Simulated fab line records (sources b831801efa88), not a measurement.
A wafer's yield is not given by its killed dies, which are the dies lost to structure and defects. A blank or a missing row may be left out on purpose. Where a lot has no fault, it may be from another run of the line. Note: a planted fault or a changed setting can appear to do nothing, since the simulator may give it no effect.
Which tool was responsible? -- flow gf180mcu -- 13 lots with 39 wafers sampled at 6 steps, on a route of 602 steps

== WHAT THE GAUGES READ, wafer by wafer ==
GF_STI_CD_MEAS_12 targets a cd of 220 nm. Usual: cdNm reads 219.9 nm (standard deviation 1.3).
lot,measured,on,cdNm (nm),flag
L314,day 2 17:17,cdSem-01,218.6 219.8 219.0,
L315,day 2 22:11,cdSem-02,222.1 223.7 222.1,
L316,day 3 02:58,cdSem-02,218.8 219.6 219.1,
L317,day 3 09:35,cdSem-02,220.2 219.4 219.1,
L318,day 3 14:13,cdSem-02,220.4 219.5 219.2,
L319,day 3 18:56,cdSem-02,218.7 219.2 219.6,
L321,day 4 04:53,cdSem-02,222.0 221.0 220.8,
L322,day 4 09:44,cdSem-02,220.3 219.6 220.7,
L328,day 5 17:07,cdSem-02,217.7 218.1 218.2,
L329,day 5 22:55,cdSem-02,218.5 218.5 218.2,
L331,day 6 09:25,cdSem-01,220.9 220.7 219.8,
L332,day 6 13:52,cdSem-01,219.6 220.0 220.4,
L333,day 6 18:16,cdSem-01,219.3 219.3 219.1,

GF_MVPSD_OVL_MEAS_07. Usual: MVPSD_OVL 0.5 nm, standard deviation 1.3.
lot,measured,on,MVPSD_OVL (nm),flag
L314,day 5 18:48,overlay-02,1.0 2.0 1.6,
L315,day 6 01:16,overlay-01,1.3 2.3 3.8,
L316,day 6 06:00,overlay-01,1.2 -0.2 0.5,
L317,day 6 14:27,overlay-02,-0.7 0.1 -0.5,
L318,day 6 19:34,overlay-02,0.0 0.9 1.6,
L319,day 6 23:43,overlay-02,-0.7 0.1 1.8,
L321,day 7 13:34,overlay-02,-1.1 -0.1 0.9,
L322,day 7 18:40,overlay-02,3.1 0.2 0.1,
L328,day 9 06:37,overlay-01,1.1 3.4 1.7,
L329,day 9 12:34,overlay-02,0.4 1.3 3.6,
L331,day 10 01:28,overlay-02,1.6 -0.1 0.0,
L332,day 10 06:19,overlay-02,-0.9 -2.1 -0.5,
L333,day 10 14:58,overlay-01,-1.1 0.4 -1.0,

GF_VT_IMPLANT_OVL_MEAS_07. Usual: VT_IMPLANT_OVL 0.0 nm, standard deviation 1.5.
lot,measured,on,VT_IMPLANT_OVL (nm),flag
L314,day 6 09:19,overlay-02,1.7 0.6 2.0,
L315,day 6 15:43,overlay-01,-0.1 -0.4 -1.0,
L316,day 6 21:55,overlay-01,0.2 1.1 -0.3,
L317,day 7 06:07,overlay-01,0.1 1.8 1.0,
L318,day 7 10:55,overlay-01,1.4 1.7 2.1,
L319,day 7 15:28,overlay-02,-0.7 -0.6 -0.4,
L321,day 8 06:23,overlay-01,-1.1 -0.8 0.9,
L322,day 8 10:46,overlay-02,1.4 -0.5 1.1,
L328,day 9 23:54,overlay-01,0.4 -1.1 -0.6,
L329,day 10 06:06,overlay-01,-1.6 -2.1 -1.4,
L331,day 10 19:19,overlay-02,-2.7 -3.5 -1.6,
L332,day 10 23:45,overlay-02,-2.1 -1.3 -2.8,
L333,day 11 09:16,overlay-02,1.4 1.6 1.5,

GF_VT_IMPLANT_RS_MEAS_47: measures by four-point-probe. Usual: NWELL_RS 487.8 ohm/sq, standard deviation 1.2.
lot,measured,on,NWELL_RS (ohm/sq),flag
L314,day 8 10:37,filmMetro-03,484.4 486.8 485.8,
L315,day 8 16:07,filmMetro-01,487.4 488.1 489.0,
L316,day 8 22:17,filmMetro-02,490.4 490.4 488.2,
L317,day 9 09:05,filmMetro-03,487.8 488.4 487.4,
L318,day 9 13:05,filmMetro-03,487.2 485.6 486.8,
L319,day 9 18:37,filmMetro-02,500.1 501.6 501.0 500.7 502.4 502.5,OFF
L321,day 10 10:02,filmMetro-03,486.8 486.7 485.6,
L322,day 10 15:10,filmMetro-01,501.5 501.7 501.4 500.8 501.0 502.3,OFF
L328,day 12 07:21,filmMetro-03,488.7 489.7 488.1,
L329,day 12 14:39,filmMetro-01,487.1 487.3 488.5,
L331,day 13 06:19,filmMetro-03,488.1 486.5 486.3,
L332,day 13 12:08,filmMetro-01,488.1 488.5 489.0,
L333,day 13 21:57,filmMetro-02,487.9 489.1 486.6,

GF_VT_IMPLANT_RS_MEAS_48: measures by four-point-probe. Usual: LVPWELL_RS 1195 ohm/sq, standard deviation 3.1.
lot,measured,on,LVPWELL_RS (ohm/sq),flag
L314,day 8 10:44,filmMetro-03,1198 1194 1196,
L315,day 8 16:14,filmMetro-01,1192 1192 1192,
L316,day 8 22:24,filmMetro-02,1187 1191 1191,
L317,day 9 09:13,filmMetro-03,1199 1195 1194,
L318,day 9 13:12,filmMetro-03,1193 1192 1193,
L319,day 9 23:53,filmMetro-02,1196 1199 1200,
L321,day 10 10:09,filmMetro-03,1189 1189 1193,
L322,day 10 17:38,filmMetro-01,1197 1196 1195,
L328,day 12 07:28,filmMetro-03,1190 1194 1191,
L329,day 12 14:46,filmMetro-01,1193 1197 1192,
L331,day 13 06:26,filmMetro-03,1189 1193 1191,
L332,day 13 12:16,filmMetro-01,1195 1194 1199,
L333,day 13 22:04,filmMetro-02,1197 1193 1195,

== TOOL THAT RAN EACH LOT (tool first, then ch and the chambers of the sampled wafers, then the start) ==
lot,GF_NWELL_IMPLANT_09
L314,"implanter-02 ch 0, day 4 00:45"
L315,"implanter-02 ch 0, day 4 06:20"
L316,"implanter-04 ch 0, day 4 10:58"
L317,"implanter-02 ch 0, day 4 18:02"
L318,"implanter-04 ch 0, day 4 22:48"
L319,"implanter-04 ch 0, day 5 03:36"
L321,"implanter-02 ch 0, day 5 14:29"
L322,"implanter-04 ch 0, day 5 20:17"
L328,"implanter-02 ch 0, day 7 04:50"
L329,"implanter-02 ch 0, day 7 10:05"
L331,"implanter-02 ch 0, day 7 22:25"
L332,"implanter-04 ch 0, day 8 02:24"
L333,"implanter-02 ch 0, day 8 09:17"
- GF_NWELL_IMPLANT_09

== AS READ BY THE TOOLS THEMSELVES (means over the sampled wafers that have a number; for cases with no such wafer, the mark the record gives instead) ==
GF_NWELL_IMPLANT_09. Usual: doseIonsCm2 4.001e+12, standard deviation 3.9e+09; faradayCurrentUA 22.5, standard deviation 0.44.
lot,tool,doseIonsCm2,faradayCurrentUA,flag
L314,implanter-02,4.000e+12,22.6,
L315,implanter-02,4.002e+12,22.6,
L316,implanter-04,4.000e+12,22.2,
L317,implanter-02,4.002e+12,23.0,
L318,implanter-04,3.998e+12,22.3,
L319,implanter-04,3.303e+12,18.6,OFF
L321,implanter-02,4.004e+12,22.7,
L322,implanter-04,3.296e+12,18.8,OFF
L328,implanter-02,4.000e+12,22.7,
L329,implanter-02,4.001e+12,22.5,
L331,implanter-02,3.998e+12,22.6,
L332,implanter-04,4.000e+12,22.6,
L333,implanter-02,3.999e+12,22.7,

== THE ANSWER, worked out from the rows above alone ==
Rule: a lot counts as off when the mean over its wafers that have a number is more than 3 standard deviations away from the usual mean. Also off: a lot with no number at a reading for which 4 or more lots have one. Where the step has rows for the other lots, those lots are counted as sound. First the gauges in route order, then the tools' own readings, where a lot's mean is used as printed above. The first step at which some lot is off is used, and at that step the reading that is off furthest; a lot without a number counts as furthest.
Off: L319, L322, at GF_VT_IMPLANT_RS_MEAS_47 (NWELL_RS).
A tool fits if, at a process step before that reading, it ran every lot that is off, and no sound lot after the first of them. Not tried: the gauges at GF_VT_IMPLANT_RS_MEAS_47; whatever is off there is also off at GF_NWELL_IMPLANT_09, on other tools, and gauge error can't account for it. None of those tried fits.

== WHAT WAS PUT IN BY THE SIMULATOR ==
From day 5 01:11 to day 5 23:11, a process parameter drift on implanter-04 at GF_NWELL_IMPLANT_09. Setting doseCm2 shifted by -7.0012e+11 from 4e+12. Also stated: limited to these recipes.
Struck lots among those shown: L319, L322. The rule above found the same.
